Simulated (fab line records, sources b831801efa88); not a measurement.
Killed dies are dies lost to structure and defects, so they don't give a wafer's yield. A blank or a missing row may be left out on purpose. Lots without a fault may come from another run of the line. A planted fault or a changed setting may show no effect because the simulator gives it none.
Chamber matching | flow gf180mcu | GF_V3_CMP_26 on cmp-01: 4 sister chambers
The step polishes, stops on SiO2, t overpolish 15 s, target thk 0 nm. 4 wafers are shown with their chamber, then 12 later ones without.

WAFERS WITH THEIR CHAMBER
wafer  | chamber | motor_current_A (A)
L090.5 | 3       | 11.9
L093.1 | 2       | 10.0
L093.3 | 0       | 9.7
L093.4 | 1       | 10.8

WAFERS WITHOUT THEIR CHAMBER
wafer  | motor_current_A (A)
L094.1 | 10.3
L094.4 | 10.8
L094.5 | 9.9
L095.1 | 12.2
L095.4 | 10.3
L095.6 | 10.9
L096.2 | 11.4
L096.4 | 10.5
L096.5 | 11.4
L097.2 | 10.4
L097.4 | 10.5
L097.5 | 11.1

WHICH CHAMBER EACH WENT THROUGH
wafer  | from the rows above          | in truth
L094.1 | can't be placed: 2 or 1 or 0 | 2
L094.4 | 1                            | 1
L094.5 | can't be placed: 2 or 0      | 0
L095.1 | 3                            | 3
L095.4 | can't be placed: 2 or 1 or 0 | 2
L095.6 | 1                            | 1
L096.2 | can't be placed: 3 or 1      | 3
L096.4 | can't be placed: 1 or 2 or 0 | 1
L096.5 | can't be placed: 3 or 1      | 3
L097.2 | can't be placed: 1 or 2 or 0 | 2
L097.4 | can't be placed: 1 or 2 or 0 | 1
L097.5 | can't be placed: 1 or 3      | 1
Placed correctly: 3 of 12. Can't be placed from these rows: 9 (the true chamber is among the candidates in 9). Placed wrongly: 0.
How it was worked out, from the rows above alone: a wafer's distance from a chamber is the root of the sum, over the readings, of the square of ((its reading less the chamber's mean) divided by the reading's scatter). The wafer belongs to the nearest chamber; if the next one is less than 2 further off, it can't be placed. A chamber's mean is the mean of its shown wafers. The scatter: with one shown wafer a chamber, the root of the mean of the squares of how far each hidden wafer lies from its nearest shown one.
